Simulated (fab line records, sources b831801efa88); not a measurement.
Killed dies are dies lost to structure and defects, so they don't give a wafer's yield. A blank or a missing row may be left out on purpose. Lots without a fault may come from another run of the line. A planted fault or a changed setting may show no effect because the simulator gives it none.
Which tool did it? | flow gf180mcu | 10 lots, 30 wafers sampled, at 4 steps of a route of 602

WHAT THE GAUGES READ, wafer by wafer
GF_MIM_RS_MEAS_10: measures by four-point-probe.
lot  | measured     | on            | MIM_ALCU_RS (ohm/sq)
L468 | day 25 02:28 | film_metro-02 | 0.1610 0.1629 0.1573
L470 | day 25 19:10 | film_metro-02 | 0.2216 0.1604 0.2243
L471 | day 26 04:25 | film_metro-03 | 0.1612 0.2205 0.1615
L472 | day 26 12:11 | film_metro-03 | 0.2239 0.1589 0.1615
L480 | day 29 01:29 | film_metro-04 | 0.1600 0.1610 0.1645
L481 | day 29 09:04 | film_metro-04 | 0.1595 0.1601 0.1638
L482 | day 29 12:48 | film_metro-02 | 0.1627 0.1637 0.1613
L483 | day 29 22:06 | film_metro-04 | 0.1614 0.1647 0.1594
L486 | day 30 14:08 | film_metro-02 | 0.1588 0.1605 0.1595
L488 | day 31 01:33 | film_metro-04 | 0.1604 0.1575 0.1571

WHICH TOOL RAN EACH LOT (tool, then ch and the chambers of the sampled wafers, then the start)
lot  | GF_V4_ETCH_16                      | GF_V4_CVD_23                  | GF_MIM_SPUTTER_08
L468 | rie_diel-03 ch 1,2,3, day 25 00:40 | cvd_w-02 ch 0,1, day 25 01:26 | pvd_sputter-02, day 25 02:23
L470 | rie_diel-03 ch 0,1,3, day 25 17:23 | cvd_w-01 ch 0,1, day 25 18:10 | pvd_sputter-02, day 25 19:07
L471 | rie_diel-02 ch 2,3, day 26 02:35   | cvd_w-02 ch 0,1, day 26 03:22 | pvd_sputter-02, day 26 04:20
L472 | rie_diel-01 ch 1,3, day 26 10:21   | cvd_w-01 ch 0,1, day 26 11:07 | pvd_sputter-02, day 26 12:08
L480 | rie_diel-02 ch 0,2,3, day 28 23:23 | cvd_w-01 ch 0,1, day 29 00:11 | pvd_sputter-02, day 29 01:25
L481 | rie_diel-03 ch 0,2,3, day 29 07:18 | cvd_w-01 ch 0,1, day 29 08:04 | pvd_sputter-04, day 29 09:01
L482 | rie_diel-02 ch 0,2, day 29 11:00   | cvd_w-01 ch 0,1, day 29 11:46 | pvd_sputter-02, day 29 12:43
L483 | rie_diel-02 ch 0,3, day 29 18:25   | cvd_w-02 ch 1, day 29 19:10   | pvd_sputter-02, day 29 22:02
L486 | rie_diel-03 ch 0,2,3, day 30 12:18 | cvd_w-02 ch 0,1, day 30 13:08 | pvd_sputter-03, day 30 14:05
L488 | rie_diel-03 ch 0,1,2, day 30 23:39 | cvd_w-01 ch 0,1, day 31 00:28 | pvd_sputter-02, day 31 01:28
- GF_V4_ETCH_16: etches BARC in N2/H2.
- GF_V4_CVD_23: deposits W, target thk 350 nm, time 104.9 s.
- GF_MIM_SPUTTER_08: material AlCu, target thk 200 nm, time 10.6 s.

THE ANSWER, worked out from the rows above alone
Rule: what is usual is taken from the lots themselves. Put in order of their means at a reading, lots are off if they are a third of the lots or fewer, leave a main group of 4 or more, and stand apart from it by a gap of 3 or more times the standard deviation of the main group's means; of several such gaps the widest counts. A main group whose means are all the same, to the digits that the tables above print for the reading, isn't used. A lot without any number at a reading at which 4 lots or more have one is off too. The other lots that the step has rows for count as sound.
Off: L470, L471, L472, at GF_MIM_RS_MEAS_10 (MIM_ALCU_RS). The main group: mean 0.1608 ohm/sq, standard deviation 0.0014.
A tool fits if, at a process step before that reading, it ran every lot that is off, and no sound lot after the first of them. The gauges at GF_MIM_RS_MEAS_10 are tried like those tools. None of those tried fits.

WHAT THE SIMULATOR HAD PUT IN
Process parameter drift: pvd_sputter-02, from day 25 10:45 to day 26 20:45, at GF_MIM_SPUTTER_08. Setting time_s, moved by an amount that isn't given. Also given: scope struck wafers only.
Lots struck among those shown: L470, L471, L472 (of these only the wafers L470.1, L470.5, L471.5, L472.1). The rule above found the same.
